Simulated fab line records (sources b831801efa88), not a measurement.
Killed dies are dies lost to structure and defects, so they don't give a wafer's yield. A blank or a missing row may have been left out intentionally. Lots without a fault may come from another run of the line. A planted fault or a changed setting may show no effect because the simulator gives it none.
fab line records    flow sky130
record: lots: 7  wafers: 21  lastDay: 50
route steps=708 shown LDD_N@237
lots untouched by any fault: they come from a run of this same line in which no faults occurred
startH: hours from the record's first day to the start of the lot's first wafer shown    waitH: how many hours have passed since the lot's step before this one    " the same as in the row above    L1.1+2: several wafers, shown together as one row    - value missing, or start not given    * or withheld: withheld    < > ~ a bound
route shown NAME@n: NAME is a module with steps in the file, n the number in the route of the first one    usual: mean and standard deviation over wafers with no fault    same: alike in all rows    chamber/n: place in a boat    sites: readings site by site    _std_site: the standard deviation of these    _edge_site: inner sites' mean taken away from outer sites' mean    radiusMm: how far each site lies from the wafer's centre    mask NAME#n: copy n    behind: the most recent tool/chamber to have shaped the wafer    hold: cause of the lot's hold/its duration in hours/its outcome    device: whichever transistor did not switch (one of n, p or np)    end of line: tests run on the same wafers once the route is complete    where a step has no rows: the recipe by itself    killed: not the wafer's yield, but the dies lost to structure and defects at the first sort    map: a wafer's dies, x killed, . not, _ none there
set.NAME: setting as actually run; set.NAME@STEP: the setting as run at that earlier step    model.NAME: the simulator's own value behind a step, which no gauge read
a table for each step, a row for each wafer; lots at some steps of the route
services: when a tool's chamber went out of use (startH, in hours from the record's first day, below 0 if earlier), for how many hours, and the reason
== steps ==
step: SKY_LDD_N_DEHYDRATE_00
recipe: tempC: 200  timeS: 60
step: SKY_LDD_N_HMDS_01
recipe: primeTimeS: 60  primeTempC: 120
step: SKY_LDD_N_COAT_02
recipe: resist: NOVOLAK  spinRpm: 3000  resistThkNm: 300
step: SKY_LDD_N_SOFTBAKE_03
recipe: tempC: 90  timeS: 60  resist: NOVOLAK
step: SKY_LDD_N_EXPOSE_04
recipe: maskId: NTM  targetCdNm: 840  na: 0.6  sourceShape: conventional  sigmaOuter: 0.6  doseMj: 110
step: SKY_LDD_N_PEB_05
recipe: tempC: withheld  timeS: *  resist: NOVOLAK
step: SKY_LDD_N_DEVELOP_06
recipe: developTimeS: 60  devTempC: 23
step: SKY_LDD_N_OVL_MEAS_07
usual: LDD_N_OVL: 0.3/1.4
lot.wafer  tool        chamber  startH  waitH  LDD_N_OVL[nm]
L218.1     overlay-02  -        395.45  0.1    1.8
L218.5     "           -        "       "      1.0
L218.6     "           -        "       "      1.8
L219.1     overlay-01  -        408.35  0.1    -0.8
L219.2     "           -        "       "      -0.4
L219.4     "           -        "       "      -0.1
L234.2     overlay-02  -        553.54  0.1    1.0
L234.5     "           -        "       "      1.3
L234.6     "           -        "       "      0.1
L233.2     overlay-02  -        557.75  0.1    -0.7
L233.4     "           -        "       "      1.0
L233.5     "           -        "       "      2.2
L235.1     overlay-02  -        564.35  0.1    2.1
L235.3     "           -        "       "      1.4
L235.4     "           -        "       "      -0.9
L239.3     overlay-02  -        582.91  0.1    -0.7
L239.4     "           -        "       "      -3.0
L239.6     "           -        "       "      -1.4
L241.2     overlay-01  -        596.85  0.1    -0.9
L241.5     "           -        "       "      0.3
L241.6     "           -        "       "      0.0
step: SKY_LDD_N_IMPLANT_08
recipe: species: As  energyKev: 20  doseCm2: 7.5e+13  tiltDeg: withheld  rotationDeg: 23
step: SKY_LDD_N_IMPLANT_09
recipe: species: As  energyKev: 20  doseCm2: 7.5e+13  tiltDeg: withheld  rotationDeg: 113
step: SKY_LDD_N_IMPLANT_10
recipe: species: As  energyKev: 20  doseCm2: 7.5e+13  tiltDeg: withheld  rotationDeg: 203
step: SKY_LDD_N_IMPLANT_11
recipe: species: As  energyKev: 20  doseCm2: 7.5e+13  tiltDeg: withheld  rotationDeg: 293
step: SKY_LDD_N_IMPLANT_12
recipe: species: BF2  energyKev: 50  doseCm2: 5e+12  tiltDeg: 30  rotationDeg: 0
usual: beamEnergyKeV: 50.001/0.016  beamOnS: 10.01/0.2
lot.wafer  tool          chamber  startH  waitH  beamEnergyKeV  beamOnS
L218.1     implanter-04  0        396.08  0.1    49.998         10.24
L218.5     "             0        "       "      50.007         10.04
L218.6     "             0        "       "      50.014         9.85
L219.1     implanter-02  0        408.98  0.1    49.990         9.93
L219.2     "             0        "       "      49.996         10.08
L219.4     "             0        "       "      49.993         10.14
L234.2     implanter-04  -        554.20  0.1    -              -
L234.5     "             -        "       "      -              -
L234.6     "             -        "       "      -              -
L233.2     implanter-02  -        558.41  0.1    -              -
L233.4     "             -        "       "      -              -
L233.5     "             -        "       "      -              -
L235.1     implanter-02  -        564.98  0.1    -              -
L235.3     "             -        "       "      -              -
L235.4     "             -        "       "      -              -
L239.3     implanter-02  0        583.58  0.1    50.047         9.82
L239.4     "             0        "       "      50.003         10.06
L239.6     "             0        "       "      50.025         9.99
L241.2     implanter-02  0        597.51  0.1    49.967         9.94
L241.5     "             0        "       "      49.981         9.91
L241.6     "             0        "       "      50.018         10.20
step: SKY_LDD_N_IMPLANT_13
recipe: species: BF2  energyKev: 50  doseCm2: 5e+12  tiltDeg: 30  rotationDeg: 90
== services ==
tool          chamber  startH  hours  kind
implanter-04  -        410.25  4.6    pm
implanter-02  -        591.92  1.8    repair
== key ==
firstSign: step: SKY_LDD_N_IMPLANT_12  reading: toolRecord  direction: missing
effect none on later readings
metAt SKY_LDD_N_IMPLANT_12
struckWafers L233.2,L233.4,L233.5,L234.2,L234.5,L234.6,L235.1,L235.3,L235.4
laterRowsLeftOut L233.2,L233.4,L233.5,L234.2,L234.5,L234.6,L235.1,L235.3,L235.4
sortLeftOut L233.2,L233.4,L233.5,L234.2,L234.5,L234.6,L235.1,L235.3,L235.4
testerLeftOut L233,L234,L235
onsetBetween 408.98 554.20
fault: kind: skippedStepWhole  tool: implanter-02,implanter-04  chamber: -  onsetH: 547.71  steps: SKY_LDD_N_IMPLANT_12  scope: struckLotsOnly
testerLeftOut: of these lots the tester's yield and bins aren't shown, on N5 and GAA mostly nor the transistor test; their killed dies are dies lost to structure and defects alone, not to doping, threshold or leakage, so they don't give the yield
sortLeftOut: the simulated sort isn't trusted on such a fault, so these wafers' sort isn't shown, and their yield isn't known
laterRowsLeftOut: the simulator's readings of these wafers behind a module that went badly wrong aren't trusted and aren't shown, but for the sort
